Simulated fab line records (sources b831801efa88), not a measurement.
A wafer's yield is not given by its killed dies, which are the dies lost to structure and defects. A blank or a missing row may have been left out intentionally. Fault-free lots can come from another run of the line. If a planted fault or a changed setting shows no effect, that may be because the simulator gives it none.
A sampling plan put to the test | flow sky130 | one fab line, 12 faults that these records tell of, each judged on the records of the lots that it struck
Plan = the line's own looks (route steps where a gauge or an inspection reads the wafer without altering it). Where struck wafers have a number at a look and the file lists that look's usual mean and standard deviation on fault-free wafers, the look can be judged. Caught: 4 or more of those standard deviations (sigma) separate the usual mean from the mean of the struck wafers at a look after the fault's first step. On the tool: the same test on the tool's own readings at the fault's steps. Caught also covers a different recipe on the struck wafers, or a record left blank for those wafers only.

## THE FAULTS, as the simulator had put them in
1. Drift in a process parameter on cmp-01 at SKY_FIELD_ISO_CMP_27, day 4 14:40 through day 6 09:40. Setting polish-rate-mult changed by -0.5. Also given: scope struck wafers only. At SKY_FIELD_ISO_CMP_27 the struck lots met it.
2. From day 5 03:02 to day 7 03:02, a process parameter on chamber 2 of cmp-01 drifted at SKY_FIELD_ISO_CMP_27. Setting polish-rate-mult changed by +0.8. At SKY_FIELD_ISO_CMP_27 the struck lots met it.
3. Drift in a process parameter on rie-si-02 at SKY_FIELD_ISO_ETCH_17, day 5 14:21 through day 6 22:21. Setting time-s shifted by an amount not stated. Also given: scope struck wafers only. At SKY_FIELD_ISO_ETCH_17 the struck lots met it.
4. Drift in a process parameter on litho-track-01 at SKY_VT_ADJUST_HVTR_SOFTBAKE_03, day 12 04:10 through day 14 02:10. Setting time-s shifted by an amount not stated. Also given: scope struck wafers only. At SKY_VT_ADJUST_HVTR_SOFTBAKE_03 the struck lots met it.
5. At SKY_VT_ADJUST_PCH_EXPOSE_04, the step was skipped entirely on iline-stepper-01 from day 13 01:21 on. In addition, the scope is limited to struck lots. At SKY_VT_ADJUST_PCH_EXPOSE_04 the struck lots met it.
6. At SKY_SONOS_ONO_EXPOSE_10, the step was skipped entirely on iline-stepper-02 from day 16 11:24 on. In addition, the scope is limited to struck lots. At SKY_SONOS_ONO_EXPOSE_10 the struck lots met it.
7. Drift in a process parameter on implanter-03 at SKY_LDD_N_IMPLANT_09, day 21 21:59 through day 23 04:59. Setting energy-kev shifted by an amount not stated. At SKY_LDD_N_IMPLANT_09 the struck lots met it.
8. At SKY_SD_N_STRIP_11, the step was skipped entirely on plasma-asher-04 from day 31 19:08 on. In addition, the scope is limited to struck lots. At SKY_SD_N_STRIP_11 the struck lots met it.
9. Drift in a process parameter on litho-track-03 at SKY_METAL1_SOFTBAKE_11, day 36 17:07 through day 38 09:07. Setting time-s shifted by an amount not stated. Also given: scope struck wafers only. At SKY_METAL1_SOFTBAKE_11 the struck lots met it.
10. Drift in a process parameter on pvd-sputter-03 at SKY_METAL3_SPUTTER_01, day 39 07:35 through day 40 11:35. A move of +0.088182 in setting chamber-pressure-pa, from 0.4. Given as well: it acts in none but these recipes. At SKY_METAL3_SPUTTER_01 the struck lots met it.
11. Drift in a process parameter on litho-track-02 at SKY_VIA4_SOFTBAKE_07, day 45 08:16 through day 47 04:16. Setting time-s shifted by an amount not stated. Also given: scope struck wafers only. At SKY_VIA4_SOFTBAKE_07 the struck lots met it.
12. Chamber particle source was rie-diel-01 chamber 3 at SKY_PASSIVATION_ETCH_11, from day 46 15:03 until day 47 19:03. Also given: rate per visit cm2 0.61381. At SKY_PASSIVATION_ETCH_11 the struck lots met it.

## WHAT THE PLAN SAW
fault | on the tool itself                               | first look that catches it                      | reading, sigma | median hours from its first step to that look | hours from the fault's start to the first struck lot there | judged looks passed uncaught
1     | time-to-endpoint-s +19 sigma                     | not the one look that can be judged after it    | -              | -                                             | -                                                          | 1
2     | time-to-endpoint-s -9.2 sigma                    | no look after it can be judged                  | -              | -                                             | -                                                          | 0
3     | run-length-s -29 sigma                           | none of the 2 looks that can be judged after it | -              | -                                             | -                                                          | 2
4     | run-length-s -47 sigma                           | none of the 2 looks that can be judged after it | -              | -                                             | -                                                          | 2
5     | no reading that can be judged                    | not the one look that can be judged after it    | -              | -                                             | -                                                          | 1
6     | no reading that can be judged                    | no look after it can be judged                  | -              | -                                             | -                                                          | 0
7     | beam-energy-keV -99 or beyond sigma              | not the one look that can be judged after it    | -              | -                                             | -                                                          | 1
8     | the tool's record is blank for the struck wafers | no look after it can be judged                  | -              | -                                             | -                                                          | 0
9     | run-length-s -13 sigma                           | no look after it can be judged                  | -              | -                                             | -                                                          | 0
10    | chamber-pressure-pa +99 or beyond sigma          | no look after it can be judged                  | -              | -                                             | -                                                          | 0
11    | run-length-s +57 sigma                           | not the one look that can be judged after it    | -              | -                                             | -                                                          | 1
12    | under 2 sigma                                    | no look after it can be judged                  | -              | -                                             | -                                                          | 0
A dash: this means the fault isn't caught or the number doesn't appear in these records.

Caught at a look: 0 of 12. Caught on the tool: 9 of 12. By one or the other: 9 of 12.
Caught on the tool alone: faults 1, 2, 3, 4, 7, 8, 9, 10, 11.
Caught by neither: faults 5, 6, 12.
